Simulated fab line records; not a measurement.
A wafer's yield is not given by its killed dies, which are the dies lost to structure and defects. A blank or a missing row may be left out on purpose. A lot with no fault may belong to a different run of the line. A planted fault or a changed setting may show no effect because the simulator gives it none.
The tool behind it: which one?	flow gf180mcu	39 wafers from 13 lots sampled at 4 of the route's 602 steps

WHAT THE GAUGES SHOWED, per wafer
GF_TOP_METAL_THK_MEAS_06: measures by xrf. Usual: TOP_METAL_ALCU_THK 903 nm, standard deviation 10.
lot	measured	on	TOP_METAL_ALCU_THK (nm)	flag
L637	day 27 06:53	film_metro-04	901 914 909	
L638	day 27 12:26	film_metro-04	911 907 913	
L639	day 27 20:22	film_metro-02	898 896 899	
L642	day 28 22:02	film_metro-03	899 902 907	
L643	day 29 05:16	film_metro-02	905 908 898	
L644	day 29 10:36	film_metro-04	882 880 885	
L645	day 29 19:55	film_metro-04	891 883 892	
L650	day 31 07:22	film_metro-02	918 912 910	
L652	day 31 13:23	film_metro-03	895 907 897	
L654	day 32 03:18	film_metro-03	908 906 903	
L655	day 32 11:37	film_metro-03	901 896 900	
L657	day 32 19:21	film_metro-03	899 909 909	
L658	day 33 03:26	film_metro-04	899 896 895	

GF_PASSIVATION_BOW_MEAS_14. Usual: PASSIVATION_BOW 136 um, standard deviation 9.1.
lot	measured	on	PASSIVATION_BOW (um)	flag
L637	day 29 00:46	film_metro-01	131 129 145	
L638	day 29 06:14	film_metro-01	134 137 132	
L639	day 29 15:34	film_metro-04	142 136 123	
L642	day 30 13:43	film_metro-02	137 120 130	
L643	day 30 20:36	film_metro-01	136 156 137	
L644	day 31 02:30	film_metro-01	139 145 152	
L645	day 31 10:42	film_metro-01	137 147 149	
L650	day 32 20:04	film_metro-04	146 137 152	
L652	day 33 01:11	film_metro-04	133 137 144	
L654	day 33 14:12	film_metro-02	134 145 140	
L655	day 33 22:44	film_metro-04	122 129 118	
L657	day 34 05:30	film_metro-01	135 143 131	
L658	day 34 12:47	film_metro-04	138 151 144	

WHAT TOOL EACH LOT RAN ON (gives the tool, then ch and the chambers of the sampled wafers, and finally the start)
lot	GF_V2_STRIP_19	GF_PASSIVATION_STRIP_12
L637	wet_bench-01 ch 2, day 20 06:52	plasma_asher-02 ch 1, day 28 23:09
L638	wet_bench-03 ch 1, day 20 15:07	plasma_asher-01 ch 0,1, day 29 04:38
L639	wet_bench-04 ch 3, day 20 22:37	plasma_asher-01 ch 0,1, day 29 12:54
L642	wet_bench-04 ch 3, day 22 06:46	plasma_asher-02 ch 0,1, day 30 12:06
L643	wet_bench-01 ch 2, day 22 16:16	plasma_asher-02 ch 0,1, day 30 19:00
L644	wet_bench-04 ch 1, day 22 21:31	plasma_asher-02 ch 0,1, day 31 00:54
L645	wet_bench-04 ch 0, day 23 08:04	plasma_asher-03 ch 0,1, day 31 09:06
L650	wet_bench-03 ch 0, day 25 02:34	plasma_asher-02 ch 0,1, day 32 18:27
L652	wet_bench-04 ch 0, day 25 11:07	plasma_asher-01 ch 0,1, day 32 23:35
L654	wet_bench-04 ch 1, day 26 03:43	plasma_asher-01 ch 0,1, day 33 12:36
L655	wet_bench-04 ch 2, day 26 14:40	plasma_asher-03 ch 0,1, day 33 21:08
L657	wet_bench-03 ch 2, day 26 23:43	plasma_asher-01 ch 1, day 34 03:54
L658	wet_bench-01 ch 2, day 27 09:04	plasma_asher-03 ch 0,1, day 34 11:11
- GF_V2_STRIP_19: strips in post etch residue remover, time 1200 s.
- GF_PASSIVATION_STRIP_12: strips in O2/N2.

WHAT THE TOOLS THEMSELVES READ (means of the sampled wafers that have a number; where no wafer has one, the mark that the record gives instead)
GF_V2_STRIP_19. Usual: bath_guard_temp_C reads 72.4 C (standard deviation 0.68).
lot	tool	bath_guard_temp_C (C)	flag
L637	wet_bench-01	71.5	
L638	wet_bench-03	72.9	
L639	wet_bench-04	72.5	
L642	wet_bench-04	72.6	
L643	wet_bench-01	71.4	
L644	wet_bench-04	72.7	
L645	wet_bench-04	73.3	
L650	wet_bench-03	72.1	
L652	wet_bench-04	73.3	
L654	wet_bench-04	72.7	
L655	wet_bench-04	72.6	
L657	wet_bench-03	72.1	
L658	wet_bench-01	71.3	

GF_PASSIVATION_STRIP_12. Usual: drypump_motor_current_A 5.71 A, standard deviation 0.27; heater_power_w 308 W, standard deviation 38; o2_flow_sccm 2999 sccm, standard deviation 8.6; oes_product_au 0.718 a.u., standard deviation 0.005; strip_time_to_endpoint_s 32.98 s, standard deviation 0.23.
lot	tool	drypump_motor_current_A (A)	heater_power_w (W)	o2_flow_sccm (sccm)	oes_product_au (a.u.)	strip_time_to_endpoint_s (s)	flag
L637	plasma_asher-02	5.97	281	2997	0.718	33.11	
L638	plasma_asher-01	5.53	295	2996	0.718	33.06	
L639	plasma_asher-01	5.76	325	3003	0.723	32.80	
L642	plasma_asher-02	5.86	324	2999	0.721	32.91	
L643	plasma_asher-02	5.91	293	3002	0.718	33.29	
L644	plasma_asher-02	5.91	297	3003	0.716	33.16	
L645	plasma_asher-03	5.71	313	2996	0.720	32.69	
L650	plasma_asher-02	5.87	325	2998	0.718	33.21	
L652	plasma_asher-01	5.53	303	2995	0.720	33.02	
L654	plasma_asher-01	5.76	323	3004	0.717	33.31	
L655	plasma_asher-03	5.70	306	3005	0.718	33.13	
L657	plasma_asher-01	5.97	352	2998	0.719	32.87	
L658	plasma_asher-03	5.71	307	3008	0.725	33.10	

THE ANSWER, worked out from the rows above alone
Rule: a lot is off if the mean of its wafers that have a number lies more than 3 standard deviations from the usual mean. A lot without any number at a reading at which 4 lots or more have one is off too. Any other lot the step has rows for is counted as sound. First the gauges in route order, then the tools' own readings, where a lot's mean is used as printed above. The first step at which some lot is off is used, and at that step the reading that is off furthest; a lot without a number counts as furthest.
No lot is off at any reading shown: from this, nothing can be told.

WHAT THE SIMULATOR HAD PUT IN
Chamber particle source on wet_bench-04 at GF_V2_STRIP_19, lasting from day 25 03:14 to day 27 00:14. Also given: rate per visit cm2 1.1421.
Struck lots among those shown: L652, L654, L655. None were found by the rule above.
